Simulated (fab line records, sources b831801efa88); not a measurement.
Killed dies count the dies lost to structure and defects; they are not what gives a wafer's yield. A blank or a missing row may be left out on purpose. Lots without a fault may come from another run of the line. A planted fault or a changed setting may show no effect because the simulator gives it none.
The same fault as seen by 2 desks -- flow sky130 -- each desk holds nothing but its own numbers, with what lay behind them at the end

## DESK OF THE TOOL OWNER: pvd_sputter-02
At SKY_METAL3_SPUTTER_04 (material TiN, target thk 70 nm, time 58.3 s) the tool's own readings: per lot run on this tool, the mean of the sampled wafers that have a number. Any lot whose mean is over 4 standard deviations away from the usual mean is out of limits and marked OUT; that distance is given in the brackets.
Columns: A = throttle_valve_pct at SKY_METAL3_SPUTTER_04, usual 30.0 %
lot,first seen here,A
L297,day 39 08:50,31.0
L302,day 40 20:06,31.2
L303,day 41 09:42,31.5
This desk's verdict: no lot among the 3 shows anything out of limits.

## METROLOGY DESK
What the gauges read for every lot (on any tool): the sampled wafers with a number, averaged. Any lot whose mean is over 4 standard deviations away from the usual mean is out of limits and marked OUT; that distance is given in the brackets.
Columns: A = VIA2_W_RS at SKY_VIA2_RS_MEAS_22, usual 0.272 ohm/sq; B = VIA2_W_THK at SKY_VIA2_THK_MEAS_23, usual 402 nm
lot,first seen here,A,B
L296,day 39 01:26,0.271,398
L297,day 39 08:16,0.272,403
L302,day 40 19:32,0.269,415
L303,day 41 09:08,0.270,400
L310,day 42 23:29,0.269,405
L311,day 43 03:11,0.273,408
This desk's verdict: no lot among the 6 shows anything out of limits.

## TAKEN TOGETHER
The tool owner's desk saw nothing out of limits.
Metrology desk: nothing out of limits seen.

## WHAT THE SIMULATOR PUT IN
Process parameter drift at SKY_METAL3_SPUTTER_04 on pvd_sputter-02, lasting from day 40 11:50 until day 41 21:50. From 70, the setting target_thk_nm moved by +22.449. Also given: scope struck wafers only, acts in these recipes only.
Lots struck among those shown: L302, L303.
